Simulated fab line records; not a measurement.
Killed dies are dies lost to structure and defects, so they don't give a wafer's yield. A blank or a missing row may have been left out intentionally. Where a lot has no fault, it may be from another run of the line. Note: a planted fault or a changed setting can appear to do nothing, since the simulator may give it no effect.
Split-lot trial | flow sky130 | 23 wafers read across 5 lots, on a route 708 steps long

SPLIT DETAILS
At SKY_LDD_HVN_COAT_02 (resist thk 300 nm), the setting resistThkNm was moved away from the recipe's 300 nm on 8 of the 23 wafers read, by -5.4% to +5.8%. This setting was run at the recipe's value on the other wafers.

The split's own step is where the reading is taken.

THE READING
NOVOLAK_of_LDD_HVN_COAT_02.thkNm (the simulator's own value, which no gauge read), in nm, at SKY_LDD_HVN_COAT_02 (resist thk 300 nm). The file does not state a usual value for it. Average 300.1 nm, standard deviation 0.69 nm, over the 15 wafers here run with the recipe.

wafer  | tool, chamber at the split | resistThkNm as run, nm | against the recipe | NOVOLAK_of_LDD_HVN_COAT_02.thkNm, nm | against lot-mates on the recipe
L077.2 | lithoTrack-01, 0           | 317.3                  | +5.8%              | 317.5                                | +17.3
L077.3 | lithoTrack-01, 0           | 300                    | recipe             | 301.1                                | -
L077.4 | lithoTrack-01, 0           | 317.3                  | +5.8%              | 317.8                                | +17.6
L077.5 | lithoTrack-01, 0           | 300                    | recipe             | 299.9                                | -
L077.6 | lithoTrack-01, 0           | 300                    | recipe             | 299.7                                | -
L078.1 | lithoTrack-01, 0           | 283.8                  | -5.4%              | 284.9                                | -16.4
L078.2 | lithoTrack-01, 0           | 300                    | recipe             | 301                                  | -
L078.3 | lithoTrack-01, 0           | 283.8                  | -5.4%              | 285.3                                | -15.9
L078.4 | lithoTrack-01, 0           | 283.8                  | -5.4%              | 284.2                                | -17.1
L078.5 | lithoTrack-01, 0           | 300                    | recipe             | 301.5                                | -
L080.1 | lithoTrack-04, 0           | 300                    | recipe             | 299.9                                | -
L080.2 | lithoTrack-04, 0           | 300                    | recipe             | 299.5                                | -
L080.6 | lithoTrack-04, 0           | 300                    | recipe             | 299.5                                | -
L080.4 | lithoTrack-04, 0           | 300                    | recipe             | 299.6                                | -
L080.5 | lithoTrack-04, 0           | 300                    | recipe             | 299                                  | -
L081.1 | lithoTrack-03, 0           | 289.2                  | -3.6%              | 288.5                                | -11.1
L081.2 | lithoTrack-03, 0           | 300                    | recipe             | 299.5                                | -
L081.3 | lithoTrack-03, 0           | 289.2                  | -3.6%              | 289.3                                | -10.3
L081.5 | lithoTrack-03, 0           | 300                    | recipe             | 299.8                                | -
L081.6 | lithoTrack-03, 0           | 289.2                  | -3.6%              | 288.3                                | -11.3
L082.1 | lithoTrack-01, 0           | 300                    | recipe             | 300.8                                | -
L082.4 | lithoTrack-01, 0           | 300                    | recipe             | 300                                  | -
L082.5 | lithoTrack-01, 0           | 300                    | recipe             | 300.1                                | -

FIT RESULTS
A straight line over all 23 wafers: NOVOLAK_of_LDD_HVN_COAT_02.thkNm changes by +2.97 nm for each +1% of resistThkNm; r = +1.00; the points scatter about the line by 0.75 nm.
The same after taking each lot's own level away (the mean of its wafers on the recipe; 23 wafers): +3.03 nm for each +1%; r = +1.00; scatter 0.4 nm.
The reading moves by 18 nm for the largest change in resistThkNm, on that fit.
Measured against the standard deviation above, the lots' own levels, which go from 299.50 to 301.25 nm, span 2.5 times it.
Hence the lot-to-lot level has little effect on the slope; both slopes agree.
Check: with one of the wafers moved furthest among these (+5.8%) left out of the fit, the line predicts +17.6 nm for it against its lot-mates. Against them it came out at +17.3 nm.

THE OTHER SPLITS THESE WAFERS WENT THROUGH
Other splits were also applied to these wafers ahead of the reading. Each is held against what the fit with the lots' levels taken away leaves over:
other split on the same wafers      | wafers away from the commonest value | r with NOVOLAK_of_LDD_HVN_COAT_02.thkNm (lot level and that fit taken away)
SKY_GATE_OXIDE_OXIDATION_01 oxTimeS | 18                                   | +0.01
SKY_GATE_OXIDE_IMPLANT_11 doseCm2   | 8                                    | +0.05
SKY_POLY_GATE_EXPOSE_10 doseMj      | 8                                    | +0.20
SKY_POLY_GATE_ETCH_15 ionEnergyEv   | 7                                    | +0.00
SKY_LDD_N_IMPLANT_10 energyKev      | 10                                   | +0.09
SKY_LDD_P_COAT_02 spinRpm           | 7                                    | -0.48
SKY_LDD_P_DEVELOP_06 developTimeS   | 4                                    | -0.01

THE WHOLE CHAIN: every reading that the file lists as answering this split, in the file's order
step                 | what it does      | reading                                                                           | change (the file's fit)              | r (the file's)
SKY_LDD_HVN_COAT_02  | resist thk 300 nm | NOVOLAK_of_LDD_HVN_COAT_02.thkNm (the simulator's own value, which no gauge read) | +3.04 nm for each +1% of the setting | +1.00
SKY_LDD_HVN_STRIP_09 | strips in O2/N2   | stripTimeToEndpointS                                                              | withheld for each +1% of the setting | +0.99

THE FILE'S OWN FIT
NOVOLAK_of_LDD_HVN_COAT_02.thkNm changes by +3.04 nm for each +1% of resistThkNm, r = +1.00.
